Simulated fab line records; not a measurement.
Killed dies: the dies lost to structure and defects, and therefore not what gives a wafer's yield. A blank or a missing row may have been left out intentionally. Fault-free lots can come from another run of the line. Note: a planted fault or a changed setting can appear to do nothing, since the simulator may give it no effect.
Chamber matching / flow sky130 / cmp-02 running SKY_VIA2_CMP_24: 4 sister chambers
The step polishes, stops on SiO2, t overpolish 20 s, target thk 0 nm. 4 wafers are shown with their chamber, then 10 later ones without.

EACH WAFER AND ITS CHAMBER
wafer=L939.3; chamber=2; motor current A (A)=12.3
wafer=L939.4; chamber=0; motor current A (A)=11.4
wafer=L944.2; chamber=3; motor current A (A)=10.7
wafer=L944.4; chamber=1; motor current A (A)=11.4

WAFERS WITHOUT THEIR CHAMBER
wafer=L944.6; motor current A (A)=11.9
wafer=L946.1; motor current A (A)=10.8
wafer=L946.5; motor current A (A)=11.3
wafer=L946.6; motor current A (A)=11.6
wafer=L947.1; motor current A (A)=12.2
wafer=L947.3; motor current A (A)=10.9
wafer=L947.5; motor current A (A)=11.0
wafer=L948.1; motor current A (A)=11.6
wafer=L948.3; motor current A (A)=11.3
wafer=L948.6; motor current A (A)=11.6

WHICH CHAMBER EACH WENT THROUGH
wafer=L944.6; from the rows above=can't be placed: 2 or 0 or 1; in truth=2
wafer=L946.1; from the rows above=3; in truth=3
wafer=L946.5; from the rows above=can't be placed: 0 or 1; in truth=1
wafer=L946.6; from the rows above=can't be placed: 0 or 1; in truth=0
wafer=L947.1; from the rows above=2; in truth=2
wafer=L947.3; from the rows above=can't be placed: 3 or 0 or 1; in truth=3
wafer=L947.5; from the rows above=can't be placed: 3 or 0 or 1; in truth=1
wafer=L948.1; from the rows above=can't be placed: 0 or 1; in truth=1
wafer=L948.3; from the rows above=can't be placed: 0 or 1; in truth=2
wafer=L948.6; from the rows above=can't be placed: 0 or 1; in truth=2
2 of 10 placed correctly. These rows do not allow placing 8 (true chamber among the candidates in 6). Wrongly placed: 0.
How it was worked out, from the rows above alone: a wafer's distance from a chamber is the root of the sum, over the readings, of the square of ((its reading less the chamber's mean) divided by the reading's scatter). The wafer belongs to the nearest chamber; if the next one is less than 2 further off, it can't be placed. Each chamber's mean is taken over the wafers shown for it. The scatter (one wafer shown for each chamber): square how far every hidden wafer sits from the nearest shown wafer, average those squares and take the square root.
